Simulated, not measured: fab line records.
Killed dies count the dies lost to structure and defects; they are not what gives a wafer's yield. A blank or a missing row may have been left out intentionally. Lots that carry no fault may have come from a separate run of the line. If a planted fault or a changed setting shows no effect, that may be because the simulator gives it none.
Check of tool commonality | flow sky130 | 39 wafers sampled across 13 lots

THE REASON FOR OPENING IT
At SKY_NWELL_TW_MEAS_26 the reading NWELL_2_TW is flagged on 1 of 13 lots. Wafers without a fault read 494, standard deviation 4.5.
Rule: a lot is flagged when every wafer of it that has a number lies more than 4 standard deviations from that mean, or none has a number. As for the other lots, they are considered sound.

lot  | measured     | on            | NWELL_2_TW, wafer by wafer | flag
L836 | day 5 13:51  | film_metro-04 | 503 501 499                |
L837 | day 6 02:22  | film_metro-03 | 489 488 487                |
L838 | day 6 02:41  | film_metro-03 | 29 30 30                   | FLAGGED
L848 | day 8 14:38  | film_metro-02 | 498 499 499                |
L849 | day 8 19:26  | film_metro-04 | 499 495 497                |
L850 | day 8 23:52  | film_metro-04 | 498 498 498                |
L851 | day 9 04:37  | film_metro-04 | 495 497 496                |
L852 | day 9 10:34  | film_metro-03 | 496 495 495                |
L853 | day 9 14:37  | film_metro-04 | 497 496 497                |
L856 | day 10 09:23 | film_metro-03 | 490 493 492                |
L857 | day 10 15:29 | film_metro-02 | 491 491 490                |
L858 | day 10 18:55 | film_metro-03 | 491 489 488                |
L859 | day 11 01:08 | film_metro-04 | 503 500 502                |
The numbers of the flagged lots are 30 on average: -464 against the usual, or -99 or more standard deviations.

EACH LOT AND THE TOOL IT RAN ON
The record holds 3 process steps before the reading, out of a route of 708 steps. Cell contents, in order: the tool; ch with the chambers the sampled wafers went through; the start.
lot  | flag    | SKY_FIELD_ISO_ETCH_15             | SKY_NWELL_STRIP_14                   | SKY_NWELL_STRIP_25
L836 |         | rie_diel-03 ch 1,3, day 2 06:52   | plasma_asher-01 ch 0,1, day 4 19:47  | plasma_asher-02 ch 0, day 5 13:44
L837 |         | rie_diel-04 ch 0,1,3, day 2 12:41 | plasma_asher-04 ch 0,1, day 5 07:33  | plasma_asher-04 ch 0,1, day 6 02:16
L838 | FLAGGED | rie_diel-02 ch 0,1,2, day 2 15:29 | plasma_asher-02 ch 0,1, day 5 07:34  | plasma_asher-02 ch 0,1, day 6 02:35
L848 |         | rie_diel-02 ch 0,1,3, day 4 22:52 | plasma_asher-02 ch 0,1, day 7 18:23  | plasma_asher-04 ch 0,1, day 8 14:31
L849 |         | rie_diel-02 ch 0,1, day 5 01:13   | plasma_asher-02 ch 0,1, day 7 22:12  | plasma_asher-02 ch 0,1, day 8 19:21
L850 |         | rie_diel-03 ch 0,1,2, day 5 07:53 | plasma_asher-02 ch 0,1, day 8 03:58  | plasma_asher-01 ch 0,1, day 8 23:46
L851 |         | rie_diel-03 ch 1,2, day 5 10:22   | plasma_asher-02 ch 0,1, day 8 07:40  | plasma_asher-01 ch 0,1, day 9 04:31
L852 |         | rie_diel-03 ch 0,1,2, day 5 16:46 | plasma_asher-04 ch 0,1, day 8 13:17  | plasma_asher-04 ch 0,1, day 9 10:28
L853 |         | rie_diel-03 ch 0,2,3, day 5 20:37 | plasma_asher-02 ch 0,1, day 8 17:43  | plasma_asher-02 ch 0,1, day 9 14:31
L856 |         | rie_diel-03 ch 1,2, day 6 15:02   | plasma_asher-01 ch 0,1, day 9 11:45  | plasma_asher-01 ch 0,1, day 10 09:18
L857 |         | rie_diel-04 ch 0,1,2, day 6 18:50 | plasma_asher-01 ch 0,1, day 9 17:04  | plasma_asher-01 ch 0,1, day 10 15:23
L858 |         | rie_diel-04 ch 0,1,2, day 6 23:16 | plasma_asher-01 ch 0,1, day 9 20:20  | plasma_asher-01 ch 0,1, day 10 18:49
L859 |         | rie_diel-03 ch 0,1,3, day 7 04:46 | plasma_asher-01 ch 0,1, day 10 02:47 | plasma_asher-02 ch 0,1, day 11 01:01
What is done by these steps:
- SKY_FIELD_ISO_ETCH_15: etches the open film in CHF3/O2, stops on Si, target depth 180 nm, time 72 s.
- SKY_NWELL_STRIP_14: strips in O2/N2.
- SKY_NWELL_STRIP_25: strips in O2/N2.
- SKY_NWELL_TW_MEAS_26

FLAGGED AGAINST TOTAL, ONE TOOL AT A TIME (gauges that did the reading follow at the end)
step                  | tool            | lots run | flagged | share of the flagged lots | sound lots run after its first flagged lot
SKY_FIELD_ISO_ETCH_15 | rie_diel-02     | 3        | 1       | all                       | 2 (L848,L849)
SKY_FIELD_ISO_ETCH_15 | rie_diel-03     | 7        | 0       | none                      | -
SKY_FIELD_ISO_ETCH_15 | rie_diel-04     | 3        | 0       | none                      | -
SKY_NWELL_STRIP_14    | plasma_asher-01 | 5        | 0       | none                      | -
SKY_NWELL_STRIP_14    | plasma_asher-02 | 6        | 1       | all                       | 5 (L848,L849,L850,L851,L853)
SKY_NWELL_STRIP_14    | plasma_asher-04 | 2        | 0       | none                      | -
SKY_NWELL_STRIP_25    | plasma_asher-01 | 5        | 0       | none                      | -
SKY_NWELL_STRIP_25    | plasma_asher-02 | 5        | 1       | all                       | 3 (L849,L853,L859)
SKY_NWELL_STRIP_25    | plasma_asher-04 | 3        | 0       | none                      | -
SKY_NWELL_TW_MEAS_26  | film_metro-02   | 2        | 0       | none                      | -
SKY_NWELL_TW_MEAS_26  | film_metro-03   | 5        | 1       | all                       | 3 (L852,L856,L858)
SKY_NWELL_TW_MEAS_26  | film_metro-04   | 6        | 0       | none                      | -

WHAT THE TABLE ALLOWS
4 rows of the table ran every flagged lot: rie_diel-02 at SKY_FIELD_ISO_ETCH_15, plasma_asher-02 at SKY_NWELL_STRIP_14, plasma_asher-02 at SKY_NWELL_STRIP_25, film_metro-03 at SKY_NWELL_TW_MEAS_26.
- rie_diel-02 at SKY_FIELD_ISO_ETCH_15: 1 of its 3 lots flagged. Lots that were sound ran on it after the first flagged one (L848, L849); a persistent fault on the entire tool would not allow that.
- plasma_asher-02 at SKY_NWELL_STRIP_14: 1 of its 6 lots flagged. Lots that were sound ran on it after the first flagged one (L848, L849, L850, L851, L853); a persistent fault on the entire tool would not allow that. Its own readings lie more than 4 standard deviations out on every wafer of the flagged lots: oes_product_au.
- plasma_asher-02 at SKY_NWELL_STRIP_25: 1 of its 5 lots flagged. Lots that were sound ran on it after the first flagged one (L849, L853, L859); a persistent fault on the entire tool would not allow that. Its own readings lie more than 4 standard deviations out on every wafer of the flagged lots: strip_time_to_endpoint_s.
- film_metro-03 at SKY_NWELL_TW_MEAS_26: 1 of its 5 lots flagged. Lots that were sound ran on it after the first flagged one (L852, L856, L858); a persistent fault on the entire tool would not allow that.
No row of the table ran every flagged lot and no sound lot after the first.

WHAT THE SIMULATOR HAD INSERTED
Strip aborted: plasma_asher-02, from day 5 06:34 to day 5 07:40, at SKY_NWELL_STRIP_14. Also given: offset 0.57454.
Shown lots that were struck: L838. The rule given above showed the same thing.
